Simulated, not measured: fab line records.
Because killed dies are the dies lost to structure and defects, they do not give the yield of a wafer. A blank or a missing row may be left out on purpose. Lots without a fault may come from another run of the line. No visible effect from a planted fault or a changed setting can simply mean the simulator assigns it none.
Comparing a struck lot with a sound one | flow sky130 | 14 steps out of a route of 708
Sound: these wafers, L671.2, L671.3, L671.6. Struck: wafers L662.2, L662.3, L662.5. The cause comes at the end.
Per side, at each step with rows, come the tool, then ch with its chambers, and then its first start. Under that, the readings that differ: sound wafers | struck wafers | difference of the means | sigmas: that difference in standard deviations of wafers without a fault.
alike: same words and numbers on both sides, and readings whose means sit less than 2 such deviations apart. not compared: any withheld reading, any reading some wafer has no value for, any bound like >300 that may hide the same value, and any number with overlapping values for which the record gives no deviation.
The two part at a step that has a row with sigmas, a row that says differs or no value, or rows on one side only. Numbers that don't overlap but have no deviation are shown without sigmas and don't part them. Lack of a reading on every wafer of one side parts them only where that side has two or more wafers.

first, 7 steps without rows for these wafers: SKY_METAL2_HMDS_08 (prime time 60 s); SKY_METAL2_COAT_09 (resist thk 60 nm); SKY_METAL2_COAT_10 (resist thk 450 nm); SKY_METAL2_SOFTBAKE_11 (time 90 s); SKY_METAL2_EXPOSE_12 (exposes mask MM2, target cd 140 nm); SKY_METAL2_PEB_13; SKY_METAL2_DEVELOP_14 (develop time 60 s).
SKY_METAL2_CD_MEAS_15 targets a cd of 140 nm.
  struck on cd-sem-02, day 38 08:50; sound on cd-sem-01, day 40 19:47
  alike: cd-nm
SKY_METAL2_OVL_MEAS_16:
  struck on overlay-02, day 38 08:56; sound on overlay-02, day 40 19:54
  reading         | sound | struck    | difference | sigmas
  METAL2_OVL (nm) | 8 7 4 | -8 -14 -8 | -16        | -3
SKY_METAL2_DESCUM_17: chemistry O2, time 8 s.
  sound on rie-metal-02 ch 1, day 40 19:56; struck on rie-metal-02 ch 0,1, day 38 08:58
  alike: drypump-motor-current-A, oes-product-au
  not compared: rf-hours-counter-h
SKY_METAL2_ETCH_18: etches BARC in N2/H2, stops on SiO2, time 45.9 s, target depth 60 nm.
  sound on rie-metal-02 ch 1, day 40 19:58; struck on rie-metal-02 ch 0,1, day 38 09:01
  reading                | sound                | struck               | difference | sigmas
  throttle-valve-pct (%) | 13.221 13.222 13.206 | 13.234 13.250 13.223 | +0.019     | +2
  alike: drypump-motor-current-A, oes-product-au
  not compared: rf-hours-counter-h
SKY_METAL2_METAL_ETCH_19: etches the open film in Cl2/BCl3, stops on SiO2, target depth 360 nm, time 78 s.
  sound on rie-metal-02 ch 1, day 40 20:01; struck on rie-metal-02 ch 0,1, day 38 09:06
  alike: drypump-motor-current-A, oes-product-au, throttle-valve-pct
  not compared: rf-hours-counter-h
SKY_METAL2_STRIP_20: strips in O2/N2.
  sound on plasma-asher-03 ch 0, day 40 20:07; struck on plasma-asher-01 ch 0,1, day 38 09:13
  no value came back on the struck wafers for chamber-pressure-mTorr (mTorr), drypump-motor-current-A (A), oes-product-au (a.u.), strip-time-to-endpoint-s (s); on the sound wafers chamber-pressure-mTorr (mTorr) reads 1498.9 1500.1 1498.0
  reading                                       | sound | struck          | difference | sigmas
  model.KrF-thick_of_METAL2_COAT_10.thk-nm (nm) | 0 0 0 | 160.5 166 160.8 | +162.4     |
  not compared: rf-hours-counter-h
then, 1 step without rows for these wafers: SKY_METAL2_STRIP_21 (strips in post etch residue remover, time 1200 s).

## WHERE THEY PART
First at SKY_METAL2_OVL_MEAS_16; last, within this record, at SKY_METAL2_STRIP_20.

WHY: whatever the simulator had introduced
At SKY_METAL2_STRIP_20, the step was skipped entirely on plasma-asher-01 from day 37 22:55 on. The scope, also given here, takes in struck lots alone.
